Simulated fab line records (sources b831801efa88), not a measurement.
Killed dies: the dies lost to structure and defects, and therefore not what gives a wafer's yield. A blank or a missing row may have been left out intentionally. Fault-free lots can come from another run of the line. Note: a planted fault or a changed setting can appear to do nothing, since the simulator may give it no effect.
Problem report in the 8D (eight disciplines) form, filled by code / flow gf180mcu / the parts of the form that need people (team, actions taken, sign-off) are left out

## 1. THE PROBLEM
Mean of timeToEndpointS at GF_V1_CMP_04: 18 s across 3 wafers in 3 lots; on wafers with no fault it is 84 s (standard deviation 6.4). That is -10 standard deviations from the usual mean.
The step: polishes SiO2.
The first sign was on wafer L606.5 at day 24 11:19, on cmp-01. The record has a number at this step for 36 wafers belonging to 12 lots. By rule, "out" or "out of limits" means more than 4 standard deviations away from the usual mean. Any other wafer with a number is counted as sound.

## 2. WHAT IT IS, WHAT IT ISN'T
question=which readings at this step | is=timeToEndpointS | is not=headPressurePsi, motorCurrentA
question=which lots | is=L606, L607, L609 | is not=L586, L587, L591, L592, L593, L594, L596, L600, L608
question=which wafers of those lots | is=L606.5, L607.1, L609.2 | is not=L606.2, L606.3, L607.2, L607.6, L609.3, L609.4
question=read on which tools | is=cmp-01 | is not=cmp-02
question=when | is=from day 24 11:19 | is not=up to then (26 sound wafers); but 7 sound wafers of L607, L608, L609 came after

## 3. THE SUSPECTS, EACH WITH WHAT RULES IT OUT
Counting: if a tool at a process step up to the reading ran every lot that is out, it stays a suspect. Sound lots after the first of them don't rule it out here, since some wafers of a struck lot are sound.
- pvdSputter-01 at GF_CONTACT_SPUTTER_23 (material TiN, target thk 10 nm, time 40 s): kept. Every lot that is out went through it, the first being L606 (day 23 11:33); the last sound lot it ran before that was L600 (day 21 15:11).
- cmp-01 at GF_V1_CMP_04 (polishes SiO2): kept. Every lot that is out went through it, the first being L606 (day 24 11:19); the last sound lot it ran before that was L600 (day 22 16:50). Out on those wafers are its own readings of timeToEndpointS.
- In cmp-01 at GF_V1_CMP_04, the wafers that are out were processed in chamber 0 and their sound lot-mates in chambers 1, 2, 3.
After counting, pvdSputter-01 at GF_CONTACT_SPUTTER_23 and cmp-01 at GF_V1_CMP_04 remain.

## 4. THE CAUSE (what the simulator had put in)
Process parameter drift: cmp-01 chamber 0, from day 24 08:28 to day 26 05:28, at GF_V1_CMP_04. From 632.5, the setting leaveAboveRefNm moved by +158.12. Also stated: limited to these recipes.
This tool is one of the 2 suspects left after counting.

## 5. THE CHAIN OF EFFECTS, in route order
Each row: a reading whose mean over the struck wafers that have a number lies more than 3 standard deviations from the usual. Only readings whose record carries a usual standard deviation are examined. hours: median over the lots of the time between each lot's start at the first step of this table that gives one and its start at this step. sigmas: the change, counted in usual standard deviations.
hours=0; step=GF_V1_CMP_04; reading=timeToEndpointS; usual=84 s; on struck wafers=18; change=-66; sigmas=-10
hours=-; step=GF_V1_ETCH_17; reading=oesProductAu; usual=0.857 a.u.; on struck wafers=0.970; change=+0.113; sigmas=+23
hours=240; step=GF_PASSIVATION_PROBE_99; reading=defectLimitedYield; usual=90.2 %; on struck wafers=73.1; change=-17.1; sigmas=-12
hours=240; step=GF_PASSIVATION_PROBE_99; reading=killed_at_M0_to_M3; usual=21; on struck wafers=104; change=+83; sigmas=+18
hours=240; step=GF_PASSIVATION_PROBE_99; reading=killedDies; usual=48; on struck wafers=132; change=+84; sigmas=+13
hours=240; step=GF_PASSIVATION_PROBE_99; reading=killedOnRim; usual=9.7; on struck wafers=43.3; change=+33.6; sigmas=+12
Here are the process steps it includes:
- GF_V1_CMP_04: polishes SiO2.
- GF_V1_ETCH_17: etches SiO2 in C4F8/O2/Ar, stops on TiN, target depth 630 nm.
- GF_PASSIVATION_PROBE_99

## 6. HOW IT WOULD HAVE BEEN CAUGHT EARLIER
In this record no reading fell out of limits until day 24 11:19, 3 hours after the fault had begun at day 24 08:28.
